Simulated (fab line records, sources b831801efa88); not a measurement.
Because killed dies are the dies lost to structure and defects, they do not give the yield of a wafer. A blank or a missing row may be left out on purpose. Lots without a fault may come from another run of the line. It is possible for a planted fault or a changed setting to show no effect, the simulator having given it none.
What tool caused it? ; flow sky130 ; Sampling: 10 lots, 30 wafers, 6 of 708 route steps

## WHAT EACH GAUGE READ, for each wafer
SKY_VIA4_OVL_MEAS_11.
lot;measured;on;VIA4_OVL (nm)
L202;day 42 20:49;overlay-02;0.8 0.6 0.9
L204;day 43 19:49;overlay-02;1.7 2.7 0.8
L206;day 44 03:55;overlay-01;-2.4 -0.8 -1.5
L209;day 44 23:46;overlay-02;-1.5 -0.8 -0.5
L213;day 46 03:43;overlay-02;2.2 1.1 2.0
L215;day 46 17:04;overlay-02;0.2 0.5 2.1
L217;day 47 15:01;overlay-01;0.5 0.4 0.4
L219;day 47 16:19;overlay-02;0.1 -0.1 2.7
L222;day 47 23:19;overlay-01;-0.3 -1.5 1.2
L224;day 48 11:25;overlay-01;-0.1 -1.2 -0.3

SKY_VIA4_RS_MEAS_19: measures by four-point-probe.
lot;measured;on;VIA4_W_RS (ohm/sq)
L202;day 42 21:49;film metro-04;0.2238 0.2265 0.2277
L204;day 43 20:43;film metro-02;0.2317 0.2268 0.2255
L206;day 44 05:14;film metro-04;0.2210 0.2300 0.2311
L209;day 45 00:48;film metro-04;0.2239 0.2273 0.2283
L213;day 46 04:38;film metro-04;0.1799 0.1791 0.2283
L215;day 46 18:01;film metro-01;0.1767 0.2274 0.2318
L217;day 47 15:56;film metro-04;0.2274 0.2219 0.2258
L219;day 47 17:13;film metro-01;0.2242 0.2278 0.2272
L222;day 48 00:16;film metro-04;0.2295 0.2299 0.2271
L224;day 48 12:27;film metro-04;0.2283 0.2263 0.2239

SKY_VIA4_THK_MEAS_20: measures by xrf.
lot;measured;on;VIA4_W_THK (nm)
L202;day 42 21:56;film metro-04;516 513 509
L204;day 43 20:50;film metro-02;499 509 510
L206;day 44 05:21;film metro-04;526 504 501
L209;day 45 00:54;film metro-04;519 511 510
L213;day 46 04:46;film metro-04;653 659 513
L215;day 46 18:08;film metro-01;676 524 515
L217;day 47 16:04;film metro-04;512 522 513
L219;day 47 17:20;film metro-01;531 518 520
L222;day 48 00:23;film metro-04;508 508 516
L224;day 48 12:33;film metro-04;509 518 518

## EACH LOT AND THE TOOL THAT RAN IT (in order: tool; ch and the chambers of the sampled wafers; start)
lot;SKY_CAP2M_SPUTTER_02;SKY_CAP2M_STRIP_14;SKY_VIA4_CVD_18
L202;pvd sputter-02, day 39 20:03;plasma asher-02 ch 0,1, day 40 19:50;cvd w-02 ch 0, day 42 21:40
L204;pvd sputter-01, day 40 19:47;plasma asher-01 ch 0,1, day 41 19:25;cvd w-01 ch 0,1, day 43 20:34
L206;pvd sputter-02, day 41 05:14;plasma asher-01 ch 0,1, day 42 04:31;cvd w-02 ch 0,1, day 44 05:05
L209;pvd sputter-01, day 42 01:33;plasma asher-02 ch 0,1, day 43 00:43;cvd w-01 ch 0,1, day 45 00:40
L213;pvd sputter-03, day 43 08:56;plasma asher-02 ch 0,1, day 44 07:13;cvd w-02 ch 0,1, day 46 04:29
L215;pvd sputter-02, day 43 23:43;plasma asher-03 ch 0,1, day 44 21:37;cvd w-02 ch 0,1, day 46 17:52
L217;pvd sputter-02, day 44 22:52;plasma asher-03 ch 0,1, day 45 20:19;cvd w-01 ch 0,1, day 47 15:47
L219;pvd sputter-03, day 44 23:25;plasma asher-03 ch 0,1, day 45 20:58;cvd w-01 ch 0,1, day 47 17:04
L222;pvd sputter-02, day 45 07:28;plasma asher-02 ch 0,1, day 46 04:34;cvd w-01 ch 0,1, day 48 00:07
L224;pvd sputter-02, day 45 21:40;plasma asher-03 ch 0,1, day 46 18:49;cvd w-01 ch 0,1, day 48 12:19
- SKY_CAP2M_SPUTTER_02: material TiN, target thk 200 nm, time 166.7 s.
- SKY_CAP2M_STRIP_14: strips in O2/N2.
- SKY_VIA4_CVD_18: deposits W, target thk 505 nm, time 152.14 s.

## AS READ BY THE TOOLS THEMSELVES (means over the sampled wafers that have a number; for cases with no such wafer, the mark the record gives instead)
SKY_CAP2M_SPUTTER_02.
lot;tool;throttle valve pct (%)
L202;pvd sputter-02;29.2
L204;pvd sputter-01;29.5
L206;pvd sputter-02;29.2
L209;pvd sputter-01;29.6
L213;pvd sputter-03;28.6
L215;pvd sputter-02;29.6
L217;pvd sputter-02;29.1
L219;pvd sputter-03;29.0
L222;pvd sputter-02;29.1
L224;pvd sputter-02;28.4

SKY_CAP2M_STRIP_14.
lot;tool;chamber pressure mTorr (mTorr);drypump motor current A (A);oes product au (a.u.);strip time to endpoint s (s)
L202;plasma asher-02;1500.2;5.8;0.708;12.69
L204;plasma asher-01;1499.5;5.1;0.710;12.67
L206;plasma asher-01;1499.6;5.1;0.707;12.64
L209;plasma asher-02;1498.8;5.8;0.711;12.65
L213;plasma asher-02;1499.3;5.8;0.708;12.69
L215;plasma asher-03;1500.4;6.2;0.711;12.72
L217;plasma asher-03;1500.8;6.2;0.711;12.71
L219;plasma asher-03;1499.1;6.2;0.710;12.65
L222;plasma asher-02;1499.2;5.8;0.709;12.64
L224;plasma asher-03;1502.0;6.3;0.710;12.64

SKY_VIA4_CVD_18.
lot;tool;heater power w (W)
L202;cvd w-02;807
L204;cvd w-01;796
L206;cvd w-02;746
L209;cvd w-01;770
L213;cvd w-02;751
L215;cvd w-02;767
L217;cvd w-01;761
L219;cvd w-01;772
L222;cvd w-01;762
L224;cvd w-01;773

## THE ANSWER, worked out from the rows above alone
Rule: the lots themselves supply what counts as usual. Put in order of their means at a reading, lots are off if they are a third of the lots or fewer, leave a main group of 4 or more, and stand apart from it by a gap of 3 or more times the standard deviation of the main group's means; of several such gaps the widest counts. If all means in a main group match to the digits the tables above print for the reading, that group is not used. A lot without any number at a reading at which 4 lots or more have one is off too. The other lots that the step has rows for count as sound. The gauges are gone through in route order, then the tools' own readings, and for those a lot's mean is taken as printed above. At the first step where some lot is off, the reading lying furthest off is the one used; lots without a number count as furthest.
Off: L213, L215, seen at SKY_VIA4_RS_MEAS_19 (VIA4_W_RS). The main group has a mean of 0.2268 ohm/sq with a standard deviation of 0.0011.
A tool fits if, at a process step before that reading, it ran every lot that is off, and no sound lot after the first of them. Gauges at SKY_VIA4_RS_MEAS_19: tried the same way as those tools. One candidate fits, namely cvd w-02 at SKY_VIA4_CVD_18. Its last sound lot is L206 (day 44 05:05), its first lot that is off L213 (day 46 04:29): a fault that began between those two fits.

## WHAT THE SIMULATOR HAD INSERTED
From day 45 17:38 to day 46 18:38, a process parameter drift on cvd w-02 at SKY_VIA4_CVD_18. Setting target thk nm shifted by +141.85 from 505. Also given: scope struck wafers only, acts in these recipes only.
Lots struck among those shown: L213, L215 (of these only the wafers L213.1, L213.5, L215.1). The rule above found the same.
